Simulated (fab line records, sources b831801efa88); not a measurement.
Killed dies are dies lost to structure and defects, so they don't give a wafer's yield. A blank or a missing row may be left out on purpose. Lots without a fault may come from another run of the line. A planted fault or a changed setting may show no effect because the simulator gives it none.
Problem report in the 8D (eight disciplines) form, filled by code | flow sfq_line | the parts of the form that need people (team, actions taken, sign-off) are left out

1. THE PROBLEM
thk_nm at SFQ_TRILAYER_I3_METRO_MEASURE_083 reads a mean of 180.0 nm on 2 wafers of 2 lots; wafers without a fault read 199.4 nm with a standard deviation of 1.3. That is -15 standard deviations from the usual mean.
First seen on wafer L130.1, day 41 04:13, on film_metro-01. The record holds 42 wafers of 14 lots with a number at this step. Rule for "out", or "out of limits": more than 4 standard deviations from the usual mean. The other wafers with a number count as sound.

2. WHAT IT IS AND WHAT IT IS NOT
question                    | is                | is not
which readings at this step | thk_nm            | -
which lots                  | L130, L131        | L121, L122, L123, L124, L125, L127, L129, L132, L137, L138, L143, L144
which wafers of those lots  | L130.1, L131.6    | L130.3, L130.5, L131.1, L131.5
read on which tools         | film_metro-01     | film_metro-03, film_metro-04
when                        | from day 41 04:13 | up to then (23 sound wafers); but 17 sound wafers of L131, L132, L137, L138, L143, L144 came after

3. SUSPECTS, AND WHAT RULES EACH OUT
Counting: a tool at a process step up to the reading stays a suspect if it ran every lot that is out. Sound lots after the first of them don't rule it out here, since some wafers of a struck lot are sound.
- cmp-01 at SFQ_TRILAYER_I3_CMP_CMP_082 (polishes SiO2): kept. It ran every lot that is out, first L130 (day 41 01:05); its last sound lot up to then is L129 (day 40 19:05).
- film_metro-01 at SFQ_TRILAYER_I3_METRO_MEASURE_083: kept. It ran every lot that is out, first L130 (day 41 04:13); its last sound lot up to then is L124 (day 38 18:16). Its own readings are out on those wafers: thk_nm.
- Within cmp-01 at SFQ_TRILAYER_I3_CMP_CMP_082: the wafers that are out ran in chamber 0; their sound lot-mates ran in chambers 1, 2, 3.
Left after counting: cmp-01 at SFQ_TRILAYER_I3_CMP_CMP_082, film_metro-01 at SFQ_TRILAYER_I3_METRO_MEASURE_083.

4. THE CAUSE (what the simulator had put in)
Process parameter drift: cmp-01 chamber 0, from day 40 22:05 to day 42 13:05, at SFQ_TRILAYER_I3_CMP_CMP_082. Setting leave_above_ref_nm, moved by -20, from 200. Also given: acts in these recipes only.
Counting left 2 suspects, and this tool is among them.

5. THE CHAIN OF EFFECTS, in route order
Each row: a reading whose mean over the struck wafers that have a number lies more than 3 standard deviations from the usual. Only readings for which the record gives a usual standard deviation are gone through. hours: the time from each lot's start at the first step in this table that gives one to its start at this step, as a median over the lots. sigmas: the change in usual standard deviations.
hours | step                                  | reading        | usual      | on struck wafers | change | sigmas
0     | SFQ_TRILAYER_I3_METRO_MEASURE_083     | thk_nm         | 199.4 nm   | 180.0            | -19.4  | -15
136   | SFQ_TRILAYER_I3_VIA_ETCH_VIA_ETCH_088 | oes_product_au | 0.854 a.u. | 0.810            | -0.043 | -8.4
The process steps in it:
- SFQ_TRILAYER_I3_METRO_MEASURE_083
- SFQ_TRILAYER_I3_VIA_ETCH_VIA_ETCH_088: etches SiO2 in CHF3, stops on Nb, target depth 260 nm.

6. WHAT WOULD HAVE CAUGHT IT SOONER
In this record the first reading out of limits was taken at day 41 04:13, 6 hours after the fault began at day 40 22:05.
Of the tool readings at SFQ_TRILAYER_I3_CMP_CMP_082 for which the record gives a usual standard deviation, none was out on any struck wafer, so an alarm limit of 4 standard deviations on them would not have fired.
Of the lots that are out (2), L131 began SFQ_TRILAYER_I3_CMP_CMP_082 on cmp-01 after day 41 04:13. A hold on the tool at that time would have spared it.
